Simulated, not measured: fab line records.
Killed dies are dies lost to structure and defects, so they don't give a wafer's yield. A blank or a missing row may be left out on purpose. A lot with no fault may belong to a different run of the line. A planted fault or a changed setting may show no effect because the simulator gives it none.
8D (eight disciplines) problem report, filled in by code + flow gf180mcu + the parts of the form that need people (team, actions taken, sign-off) are left out

== 1. WHAT WENT WRONG ==
Mean of developer_temp_C at GF_PASSIVATION_DEVELOP_10: 22.10 C across 9 wafers in 3 lots; on wafers with no fault it is 23.01 C (standard deviation 0.11). That puts it -8.2 standard deviations away from the usual mean.
The step: develop time 60 s.
First seen on wafer L251.1, day 34 02:00, on litho_track-04. Wafers with a number at this step in the record: 42, from 14 lots. Rule for "out" (also "out of limits"): further than 4 standard deviations from the usual mean. All remaining wafers that have a number are taken as sound.

== 2. WHAT IT IS; WHAT IT IS NOT ==
| question                    | is                     | is not                                                                    |
|-----------------------------|------------------------|---------------------------------------------------------------------------|
| which readings at this step | developer_temp_C       | -                                                                         |
| which lots                  | L251, L252, L253       | L232, L233, L235, L236, L240, L241, L242, L243, L245, L254, L255          |
| which wafers of those lots  | all that have a number | -                                                                         |
| read on which tools         | litho_track-04         | litho_track-01, litho_track-03                                            |
| when                        | from day 34 02:00      | up to then (27 sound wafers); but 6 sound wafers of L254, L255 came after |

== 3. WHAT RULES OUT EACH SUSPECT ==
Counting: a tool stays on the suspect list if, at a process step up to the reading, it processed all lots that are out and no sound lot following the first of them.
- litho_track-04 at GF_PASSIVATION_DEVELOP_10 (develop time 60 s): kept. It processed each lot that is out, first L251 at day 34 02:00, and no sound lot thereafter; up to then, the last sound lot it processed was L245 at day 32 13:00. Out on those wafers are its own readings of developer_temp_C.
Left after counting: litho_track-04 at GF_PASSIVATION_DEVELOP_10.

== 4. THE CAUSE (what the simulator had put in) ==
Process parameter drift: litho_track-04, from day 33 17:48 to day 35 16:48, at GF_PASSIVATION_DEVELOP_10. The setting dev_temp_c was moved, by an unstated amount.
Only this tool survived the counting.

== 5. SEQUENCE OF EFFECTS, ordered by route ==
One row per reading whose mean, taken over the struck wafers that have a number, lies over 3 standard deviations from the usual. Scope: only readings with a usual standard deviation given in the record; hours: median across lots of the time from each lot's start at the first step in this table that gives one to its start at this step; sigmas: change in usual standard deviations.
| hours | step                      | reading          | usual   | on struck wafers | change | sigmas |
|-------|---------------------------|------------------|---------|------------------|--------|--------|
| 0     | GF_PASSIVATION_DEVELOP_10 | developer_temp_C | 23.01 C | 22.10            | -0.91  | -8.2   |
Here are the process steps it includes:
- GF_PASSIVATION_DEVELOP_10: develop time 60 s.

== 6. HOW IT WOULD HAVE BEEN CAUGHT EARLIER ==
In this record no reading fell out of limits until day 34 02:00, 8 hours after the fault had begun at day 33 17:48.
